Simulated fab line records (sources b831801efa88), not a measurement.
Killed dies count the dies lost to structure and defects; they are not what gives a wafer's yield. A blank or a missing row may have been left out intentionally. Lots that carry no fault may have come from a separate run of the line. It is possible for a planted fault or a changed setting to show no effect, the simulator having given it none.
Which of the tools did it? | flow sky130 | 30 wafers from 10 lots sampled at 2 of the route's 708 steps

WHAT THE GAUGES SHOWED, per wafer
SKY_VIA2_THK_MEAS_23: measures by xrf. Usual: VIA2_W_THK typically reads 432 nm, with standard deviation 7.5.
lot  | measured     | on            | VIA2_W_THK (nm) | flag
L113 | day 36 00:28 | film metro-03 | 436 448 434     |
L115 | day 36 15:51 | film metro-03 | 437 434 435     |
L118 | day 38 01:01 | film metro-03 | 425 440 443     |
L119 | day 39 00:59 | film metro-03 | 435 426 426     |
L121 | day 39 01:40 | film metro-01 | 439 442 446     |
L120 | day 39 05:24 | film metro-04 | 435 431 422     |
L122 | day 39 07:50 | film metro-03 | 422 426 424     |
L123 | day 39 14:17 | film metro-03 | 420 421 426     |
L131 | day 42 00:31 | film metro-03 | 438 421 422     |
L134 | day 42 18:59 | film metro-04 | 439 436 433     |

WHAT TOOL EACH LOT RAN ON (gives the tool, then ch and the chambers of the sampled wafers, and finally the start)
lot  | SKY_VIA2_ETCH_15
L113 | rie diel-03 ch 2,3, day 35 23:29
L115 | rie diel-02 ch 0,2,3, day 36 14:41
L118 | rie diel-04 ch 1,2,3, day 37 23:37
L119 | rie diel-04 ch 0,3, day 38 23:59
L121 | rie diel-03 ch 1,2, day 39 00:20
L120 | rie diel-04 ch 1,2,3, day 39 04:26
L122 | rie diel-04 ch 0,1,2, day 39 06:50
L123 | rie diel-03 ch 2, day 39 13:15
L131 | rie diel-03 ch 2,3, day 41 23:32
L134 | rie diel-04 ch 1,2,3, day 42 17:59
- SKY_VIA2_ETCH_15: etches SiO2 in C4F8/O2/Ar, stops on TiN, target depth 546 nm, time 84 s.

WHAT THE TOOLS THEMSELVES READ (means of the sampled wafers that have a number; where no wafer has one, the mark that the record gives instead)
SKY_VIA2_ETCH_15. Usual: oes product au 0.939 a.u., standard deviation 0.0052; rf fwd power W 1488 W, standard deviation 5.2.
lot  | tool        | oes product au (a.u.) | rf fwd power W (W) | flag
L113 | rie diel-03 | 0.931                 | 1487               |
L115 | rie diel-02 | 0.942                 | 1482               |
L118 | rie diel-04 | 0.936                 | 1484               |
L119 | rie diel-04 | 0.936                 | 1488               |
L121 | rie diel-03 | 0.940                 | 1490               |
L120 | rie diel-04 | 0.935                 | 1488               |
L122 | rie diel-04 | 0.938                 | 1487               |
L123 | rie diel-03 | 0.937                 | 1494               |
L131 | rie diel-03 | 0.939                 | 1494               |
L134 | rie diel-04 | 0.931                 | 1485               |

THE ANSWER, worked out from the rows above alone
Rule: a lot is off if the mean of its wafers that have a number lies more than 3 standard deviations from the usual mean. A lot without any number at a reading at which 4 lots or more have one is off too. Any other lot the step has rows for is counted as sound. The gauges are gone through in route order, then the tools' own readings, and for those a lot's mean is taken as printed above. The first step at which some lot is off is used, and at that step the reading that is off furthest; a lot without a number counts as furthest.
No lot is off on any of the readings shown, so nothing can be concluded from this.

WHAT THE SIMULATOR HAD INSERTED
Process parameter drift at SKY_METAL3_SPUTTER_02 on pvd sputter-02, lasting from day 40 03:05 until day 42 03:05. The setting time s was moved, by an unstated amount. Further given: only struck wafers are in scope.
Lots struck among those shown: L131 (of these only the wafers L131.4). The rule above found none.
